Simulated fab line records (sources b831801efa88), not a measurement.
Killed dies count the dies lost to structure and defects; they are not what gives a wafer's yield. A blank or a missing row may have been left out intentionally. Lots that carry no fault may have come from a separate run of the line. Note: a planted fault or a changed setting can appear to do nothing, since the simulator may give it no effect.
Which tool is to blame? / flow gf180mcu / Sampling: 24 lots, 72 wafers, 5 of 602 route steps

== WHAT EACH GAUGE READ, for each wafer ==
GF_V1_RS_MEAS_24: uses a four-point probe to measure.
lot=L074; measured=day 18 04:50; on=film metro-04; V1_W_RS (ohm/sq)=0.316 0.312 0.322
lot=L075; measured=day 18 12:02; on=film metro-04; V1_W_RS (ohm/sq)=0.325 0.319 0.325
lot=L076; measured=day 18 22:37; on=film metro-02; V1_W_RS (ohm/sq)=0.317 0.320 0.328
lot=L077; measured=day 19 07:53; on=film metro-02; V1_W_RS (ohm/sq)=0.336 0.336 0.333
lot=L078; measured=day 19 18:55; on=film metro-04; V1_W_RS (ohm/sq)=0.346 0.344 0.342
lot=L079; measured=day 20 06:58; on=film metro-03; V1_W_RS (ohm/sq)=0.336 0.333 0.334
lot=L080; measured=day 20 20:50; on=film metro-03; V1_W_RS (ohm/sq)=0.333 0.330 0.336
lot=L081; measured=day 20 22:06; on=film metro-02; V1_W_RS (ohm/sq)=0.326 0.326 0.328
lot=L082; measured=day 21 14:01; on=film metro-04; V1_W_RS (ohm/sq)=0.327 0.330 0.325
lot=L083; measured=day 22 05:08; on=film metro-04; V1_W_RS (ohm/sq)=0.329 0.335 0.326
lot=L084; measured=day 22 07:26; on=film metro-04; V1_W_RS (ohm/sq)=0.326 0.316 0.325
lot=L085; measured=day 22 14:29; on=film metro-02; V1_W_RS (ohm/sq)=0.320 0.330 0.319
lot=L086; measured=day 22 17:05; on=film metro-04; V1_W_RS (ohm/sq)=0.318 0.319 0.327
lot=L087; measured=day 23 10:55; on=film metro-02; V1_W_RS (ohm/sq)=0.317 0.326 0.317
lot=L088; measured=day 23 15:41; on=film metro-04; V1_W_RS (ohm/sq)=0.332 0.320 0.315
lot=L089; measured=day 23 22:34; on=film metro-04; V1_W_RS (ohm/sq)=0.316 0.315 0.332
lot=L090; measured=day 24 10:10; on=film metro-04; V1_W_RS (ohm/sq)=0.330 0.317 0.332
lot=L091; measured=day 24 14:43; on=film metro-04; V1_W_RS (ohm/sq)=0.331 0.316 0.315
lot=L092; measured=day 24 20:08; on=film metro-04; V1_W_RS (ohm/sq)=0.320 0.328 0.321
lot=L093; measured=day 25 07:45; on=film metro-04; V1_W_RS (ohm/sq)=0.318 0.319 0.318
lot=L094; measured=day 25 13:48; on=film metro-03; V1_W_RS (ohm/sq)=0.324 0.314 0.323
lot=L095; measured=day 25 17:02; on=film metro-02; V1_W_RS (ohm/sq)=0.317 0.319 0.325
lot=L096; measured=day 26 01:32; on=film metro-04; V1_W_RS (ohm/sq)=0.319 0.323 0.322
lot=L097; measured=day 26 13:29; on=film metro-03; V1_W_RS (ohm/sq)=0.322 0.334 0.320

GF_V2_CD_MEAS_14: the cd target is 260 nm.
lot=L074; measured=day 20 07:58; on=cd sem-01; cd nm (nm)=258.6 258.2 258.3
lot=L075; measured=day 20 14:39; on=cd sem-01; cd nm (nm)=261.8 261.6 260.2
lot=L076; measured=day 21 01:41; on=cd sem-01; cd nm (nm)=261.9 261.5 262.8
lot=L077; measured=day 21 10:23; on=cd sem-02; cd nm (nm)=260.0 259.8 260.7
lot=L078; measured=day 21 21:41; on=cd sem-02; cd nm (nm)=259.9 260.3 260.1
lot=L079; measured=day 22 08:51; on=cd sem-01; cd nm (nm)=262.5 261.9 263.5
lot=L080; measured=day 22 21:33; on=cd sem-02; cd nm (nm)=258.9 259.5 258.9
lot=L081; measured=day 22 23:08; on=cd sem-02; cd nm (nm)=261.1 260.5 261.4
lot=L082; measured=day 23 15:31; on=cd sem-02; cd nm (nm)=262.3 262.5 262.0
lot=L083; measured=day 24 05:02; on=cd sem-01; cd nm (nm)=258.5 259.2 259.7
lot=L084; measured=day 24 07:52; on=cd sem-02; cd nm (nm)=259.8 260.6 261.5
lot=L085; measured=day 24 13:51; on=cd sem-01; cd nm (nm)=259.8 259.0 258.7
lot=L086; measured=day 24 16:55; on=cd sem-01; cd nm (nm)=260.0 261.1 260.2
lot=L087; measured=day 25 09:29; on=cd sem-01; cd nm (nm)=260.4 261.0 260.6
lot=L088; measured=day 25 13:39; on=cd sem-01; cd nm (nm)=260.1 259.8 259.6
lot=L089; measured=day 25 19:30; on=cd sem-01; cd nm (nm)=258.4 258.0 257.0
lot=L090; measured=day 26 07:44; on=cd sem-01; cd nm (nm)=258.2 257.5 258.0
lot=L091; measured=day 26 11:46; on=cd sem-02; cd nm (nm)=258.8 259.7 259.1
lot=L092; measured=day 26 15:53; on=cd sem-01; cd nm (nm)=258.3 259.7 259.3
lot=L093; measured=day 27 02:37; on=cd sem-01; cd nm (nm)=261.9 261.9 263.8
lot=L094; measured=day 27 08:58; on=cd sem-01; cd nm (nm)=259.5 258.0 259.1
lot=L095; measured=day 27 12:44; on=cd sem-01; cd nm (nm)=260.1 259.4 260.2
lot=L096; measured=day 27 20:44; on=cd sem-01; cd nm (nm)=259.1 258.8 258.6
lot=L097; measured=day 28 08:25; on=cd sem-01; cd nm (nm)=261.4 261.4 259.9

== WHAT TOOL EACH LOT RAN ON (gives the tool, then ch and the chambers of the sampled wafers, and finally the start) ==
lot=L074; GF_M1_SPUTTER_04=pvd sputter-01, day 16 04:34; GF_M2_SPUTTER_02=pvd sputter-04, day 18 05:23; GF_M2_SPUTTER_03=pvd sputter-04, day 18 05:25
lot=L075; GF_M1_SPUTTER_04=pvd sputter-02, day 16 11:08; GF_M2_SPUTTER_02=pvd sputter-04, day 18 12:38; GF_M2_SPUTTER_03=pvd sputter-04, day 18 12:40
lot=L076; GF_M1_SPUTTER_04=pvd sputter-01, day 16 20:20; GF_M2_SPUTTER_02=pvd sputter-03, day 18 23:13; GF_M2_SPUTTER_03=pvd sputter-03, day 18 23:15
lot=L077; GF_M1_SPUTTER_04=pvd sputter-02, day 17 05:50; GF_M2_SPUTTER_02=pvd sputter-04, day 19 08:29; GF_M2_SPUTTER_03=pvd sputter-04, day 19 08:31
lot=L078; GF_M1_SPUTTER_04=pvd sputter-04, day 17 15:58; GF_M2_SPUTTER_02=pvd sputter-04, day 19 19:30; GF_M2_SPUTTER_03=pvd sputter-04, day 19 19:32
lot=L079; GF_M1_SPUTTER_04=pvd sputter-02, day 18 03:41; GF_M2_SPUTTER_02=pvd sputter-04, day 20 07:33; GF_M2_SPUTTER_03=pvd sputter-04, day 20 07:35
lot=L080; GF_M1_SPUTTER_04=pvd sputter-01, day 18 17:47; GF_M2_SPUTTER_02=pvd sputter-01, day 20 21:27; GF_M2_SPUTTER_03=pvd sputter-01, day 20 21:29
lot=L081; GF_M1_SPUTTER_04=pvd sputter-04, day 18 18:59; GF_M2_SPUTTER_02=pvd sputter-03, day 20 22:43; GF_M2_SPUTTER_03=pvd sputter-03, day 20 22:44
lot=L082; GF_M1_SPUTTER_04=pvd sputter-01, day 19 10:56; GF_M2_SPUTTER_02=pvd sputter-03, day 21 14:38; GF_M2_SPUTTER_03=pvd sputter-03, day 21 14:40
lot=L083; GF_M1_SPUTTER_04=pvd sputter-01, day 20 02:46; GF_M2_SPUTTER_02=pvd sputter-01, day 22 05:45; GF_M2_SPUTTER_03=pvd sputter-01, day 22 05:47
lot=L084; GF_M1_SPUTTER_04=pvd sputter-04, day 20 04:57; GF_M2_SPUTTER_02=pvd sputter-03, day 22 08:02; GF_M2_SPUTTER_03=pvd sputter-03, day 22 08:04
lot=L085; GF_M1_SPUTTER_04=pvd sputter-04, day 20 11:59; GF_M2_SPUTTER_02=pvd sputter-03, day 22 15:05; GF_M2_SPUTTER_03=pvd sputter-03, day 22 15:07
lot=L086; GF_M1_SPUTTER_04=pvd sputter-04, day 20 15:22; GF_M2_SPUTTER_02=pvd sputter-03, day 22 18:11; GF_M2_SPUTTER_03=pvd sputter-03, day 22 18:13
lot=L087; GF_M1_SPUTTER_04=pvd sputter-01, day 21 09:05; GF_M2_SPUTTER_02=pvd sputter-04, day 23 11:31; GF_M2_SPUTTER_03=pvd sputter-04, day 23 11:33
lot=L088; GF_M1_SPUTTER_04=pvd sputter-02, day 21 14:36; GF_M2_SPUTTER_02=pvd sputter-01, day 23 16:17; GF_M2_SPUTTER_03=pvd sputter-01, day 23 16:19
lot=L089; GF_M1_SPUTTER_04=pvd sputter-04, day 21 22:58; GF_M2_SPUTTER_02=pvd sputter-03, day 23 23:10; GF_M2_SPUTTER_03=pvd sputter-03, day 23 23:11
lot=L090; GF_M1_SPUTTER_04=pvd sputter-04, day 22 09:29; GF_M2_SPUTTER_02=pvd sputter-01, day 24 10:47; GF_M2_SPUTTER_03=pvd sputter-01, day 24 10:49
lot=L091; GF_M1_SPUTTER_04=pvd sputter-04, day 22 14:08; GF_M2_SPUTTER_02=pvd sputter-04, day 24 15:58; GF_M2_SPUTTER_03=pvd sputter-04, day 24 15:59
lot=L092; GF_M1_SPUTTER_04=pvd sputter-02, day 22 19:44; GF_M2_SPUTTER_02=pvd sputter-03, day 24 20:46; GF_M2_SPUTTER_03=pvd sputter-03, day 24 20:47
lot=L093; GF_M1_SPUTTER_04=pvd sputter-04, day 23 08:07; GF_M2_SPUTTER_02=pvd sputter-01, day 25 08:22; GF_M2_SPUTTER_03=pvd sputter-01, day 25 08:23
lot=L094; GF_M1_SPUTTER_04=pvd sputter-02, day 23 14:37; GF_M2_SPUTTER_02=pvd sputter-03, day 25 14:23; GF_M2_SPUTTER_03=pvd sputter-03, day 25 14:25
lot=L095; GF_M1_SPUTTER_04=pvd sputter-04, day 23 17:49; GF_M2_SPUTTER_02=pvd sputter-03, day 25 17:38; GF_M2_SPUTTER_03=pvd sputter-03, day 25 17:40
lot=L096; GF_M1_SPUTTER_04=pvd sputter-04, day 24 04:43; GF_M2_SPUTTER_02=pvd sputter-04, day 26 02:07; GF_M2_SPUTTER_03=pvd sputter-04, day 26 02:08
lot=L097; GF_M1_SPUTTER_04=pvd sputter-02, day 24 15:25; GF_M2_SPUTTER_02=pvd sputter-04, day 26 14:04; GF_M2_SPUTTER_03=pvd sputter-04, day 26 14:06
- GF_M1_SPUTTER_04: material TiN, target thk 50 nm, time 41.7 s.
- GF_M2_SPUTTER_02: material AlCu, target thk 450 nm, time 23.9 s.
- GF_M2_SPUTTER_03: material Ti, target thk 10 nm, time 6.7 s.

== AS READ BY THE TOOLS THEMSELVES (means over the sampled wafers that have a number; for cases with no such wafer, the mark the record gives instead) ==
GF_M1_SPUTTER_04.
lot=L074; tool=pvd sputter-01; cathode dc power W (W)=6499.9; throttle valve pct (%)=30.6
lot=L075; tool=pvd sputter-02; cathode dc power W (W)=6500.4; throttle valve pct (%)=29.6
lot=L076; tool=pvd sputter-01; cathode dc power W (W)=6500.6; throttle valve pct (%)=30.4
lot=L077; tool=pvd sputter-02; cathode dc power W (W)=6500.4; throttle valve pct (%)=30.7
lot=L078; tool=pvd sputter-04; cathode dc power W (W)=6499.7; throttle valve pct (%)=29.6
lot=L079; tool=pvd sputter-02; cathode dc power W (W)=6499.8; throttle valve pct (%)=29.7
lot=L080; tool=pvd sputter-01; cathode dc power W (W)=6499.2; throttle valve pct (%)=30.5
lot=L081; tool=pvd sputter-04; cathode dc power W (W)=6499.9; throttle valve pct (%)=30.1
lot=L082; tool=pvd sputter-01; cathode dc power W (W)=6499.6; throttle valve pct (%)=30.8
lot=L083; tool=pvd sputter-01; cathode dc power W (W)=6499.9; throttle valve pct (%)=30.7
lot=L084; tool=pvd sputter-04; cathode dc power W (W)=6497.6; throttle valve pct (%)=29.9
lot=L085; tool=pvd sputter-04; cathode dc power W (W)=6500.7; throttle valve pct (%)=29.5
lot=L086; tool=pvd sputter-04; cathode dc power W (W)=6499.6; throttle valve pct (%)=30.5
lot=L087; tool=pvd sputter-01; cathode dc power W (W)=6499.2; throttle valve pct (%)=30.6
lot=L088; tool=pvd sputter-02; cathode dc power W (W)=6498.2; throttle valve pct (%)=29.5
lot=L089; tool=pvd sputter-04; cathode dc power W (W)=6499.3; throttle valve pct (%)=31.0
lot=L090; tool=pvd sputter-04; cathode dc power W (W)=6499.5; throttle valve pct (%)=29.1
lot=L091; tool=pvd sputter-04; cathode dc power W (W)=6499.7; throttle valve pct (%)=29.1
lot=L092; tool=pvd sputter-02; cathode dc power W (W)=6499.8; throttle valve pct (%)=29.6
lot=L093; tool=pvd sputter-04; cathode dc power W (W)=6499.9; throttle valve pct (%)=30.3
lot=L094; tool=pvd sputter-02; cathode dc power W (W)=6499.1; throttle valve pct (%)=30.4
lot=L095; tool=pvd sputter-04; cathode dc power W (W)=6499.8; throttle valve pct (%)=30.1
lot=L096; tool=pvd sputter-04; cathode dc power W (W)=6501.3; throttle valve pct (%)=31.0
lot=L097; tool=pvd sputter-02; cathode dc power W (W)=6501.5; throttle valve pct (%)=29.7

GF_M2_SPUTTER_02.
lot=L074; tool=pvd sputter-04; cathode dc power W (W)=10602; throttle valve pct (%)=29.7
lot=L075; tool=pvd sputter-04; cathode dc power W (W)=10601; throttle valve pct (%)=30.6
lot=L076; tool=pvd sputter-03; cathode dc power W (W)=10601; throttle valve pct (%)=29.7
lot=L077; tool=pvd sputter-04; cathode dc power W (W)=10600; throttle valve pct (%)=29.9
lot=L078; tool=pvd sputter-04; cathode dc power W (W)=10599; throttle valve pct (%)=30.9
lot=L079; tool=pvd sputter-04; cathode dc power W (W)=10601; throttle valve pct (%)=31.3
lot=L080; tool=pvd sputter-01; cathode dc power W (W)=10599; throttle valve pct (%)=30.3
lot=L081; tool=pvd sputter-03; cathode dc power W (W)=10599; throttle valve pct (%)=29.6
lot=L082; tool=pvd sputter-03; cathode dc power W (W)=10599; throttle valve pct (%)=29.3
lot=L083; tool=pvd sputter-01; cathode dc power W (W)=10601; throttle valve pct (%)=30.2
lot=L084; tool=pvd sputter-03; cathode dc power W (W)=10601; throttle valve pct (%)=29.7
lot=L085; tool=pvd sputter-03; cathode dc power W (W)=10599; throttle valve pct (%)=29.5
lot=L086; tool=pvd sputter-03; cathode dc power W (W)=10600; throttle valve pct (%)=30.0
lot=L087; tool=pvd sputter-04; cathode dc power W (W)=10599; throttle valve pct (%)=31.3
lot=L088; tool=pvd sputter-01; cathode dc power W (W)=10599; throttle valve pct (%)=30.2
lot=L089; tool=pvd sputter-03; cathode dc power W (W)=10600; throttle valve pct (%)=30.1
lot=L090; tool=pvd sputter-01; cathode dc power W (W)=10603; throttle valve pct (%)=30.4
lot=L091; tool=pvd sputter-04; cathode dc power W (W)=10600; throttle valve pct (%)=30.3
lot=L092; tool=pvd sputter-03; cathode dc power W (W)=10602; throttle valve pct (%)=29.9
lot=L093; tool=pvd sputter-01; cathode dc power W (W)=10600; throttle valve pct (%)=30.4
lot=L094; tool=pvd sputter-03; cathode dc power W (W)=10599; throttle valve pct (%)=29.7
lot=L095; tool=pvd sputter-03; cathode dc power W (W)=10599; throttle valve pct (%)=29.6
lot=L096; tool=pvd sputter-04; cathode dc power W (W)=10600; throttle valve pct (%)=30.8
lot=L097; tool=pvd sputter-04; cathode dc power W (W)=10599; throttle valve pct (%)=29.4

GF_M2_SPUTTER_03.
lot=L074; tool=pvd sputter-04; cathode dc power W (W)=3000.1; throttle valve pct (%)=29.4
lot=L075; tool=pvd sputter-04; cathode dc power W (W)=2999.5; throttle valve pct (%)=30.4
lot=L076; tool=pvd sputter-03; cathode dc power W (W)=2999.6; throttle valve pct (%)=29.8
lot=L077; tool=pvd sputter-04; cathode dc power W (W)=3000.3; throttle valve pct (%)=29.9
lot=L078; tool=pvd sputter-04; cathode dc power W (W)=2999.8; throttle valve pct (%)=31.0
lot=L079; tool=pvd sputter-04; cathode dc power W (W)=3000.3; throttle valve pct (%)=31.3
lot=L080; tool=pvd sputter-01; cathode dc power W (W)=2999.8; throttle valve pct (%)=30.2
lot=L081; tool=pvd sputter-03; cathode dc power W (W)=2999.7; throttle valve pct (%)=29.5
lot=L082; tool=pvd sputter-03; cathode dc power W (W)=3000.1; throttle valve pct (%)=29.3
lot=L083; tool=pvd sputter-01; cathode dc power W (W)=3000.5; throttle valve pct (%)=30.4
lot=L084; tool=pvd sputter-03; cathode dc power W (W)=3000.1; throttle valve pct (%)=29.9
lot=L085; tool=pvd sputter-03; cathode dc power W (W)=3000.2; throttle valve pct (%)=29.5
lot=L086; tool=pvd sputter-03; cathode dc power W (W)=2999.6; throttle valve pct (%)=29.8
lot=L087; tool=pvd sputter-04; cathode dc power W (W)=2999.8; throttle valve pct (%)=31.2
lot=L088; tool=pvd sputter-01; cathode dc power W (W)=3000.1; throttle valve pct (%)=30.1
lot=L089; tool=pvd sputter-03; cathode dc power W (W)=2999.5; throttle valve pct (%)=30.0
lot=L090; tool=pvd sputter-01; cathode dc power W (W)=2999.7; throttle valve pct (%)=30.3
lot=L091; tool=pvd sputter-04; cathode dc power W (W)=3000.3; throttle valve pct (%)=30.4
lot=L092; tool=pvd sputter-03; cathode dc power W (W)=2999.9; throttle valve pct (%)=30.1
lot=L093; tool=pvd sputter-01; cathode dc power W (W)=3000.8; throttle valve pct (%)=30.2
lot=L094; tool=pvd sputter-03; cathode dc power W (W)=3000.0; throttle valve pct (%)=29.7
lot=L095; tool=pvd sputter-03; cathode dc power W (W)=3000.4; throttle valve pct (%)=29.6
lot=L096; tool=pvd sputter-04; cathode dc power W (W)=3000.0; throttle valve pct (%)=30.9
lot=L097; tool=pvd sputter-04; cathode dc power W (W)=3000.4; throttle valve pct (%)=29.4

== THE ANSWER, worked out from the rows above alone ==
Rule: the lots themselves supply what counts as usual. Put in order of their means at a reading, lots are off if they are a third of the lots or fewer, leave a main group of 4 or more, and stand apart from it by a gap of 3 or more times the standard deviation of the main group's means; of several such gaps the widest counts. A main group whose means are all the same, to the digits that the tables above print for the reading, isn't used. Also off: a lot with no number at a reading for which 4 or more lots have one. Any other lot the step has rows for is counted as sound. First the gauges in route order, then the tools' own readings, where a lot's mean is used as printed above. The first step at which some lot is off is used, and at that step the reading that is off furthest; a lot without a number counts as furthest.
None of the lots is off at any reading shown; this tells nothing.

== WHAT HAD BEEN PUT IN BY THE SIMULATOR ==
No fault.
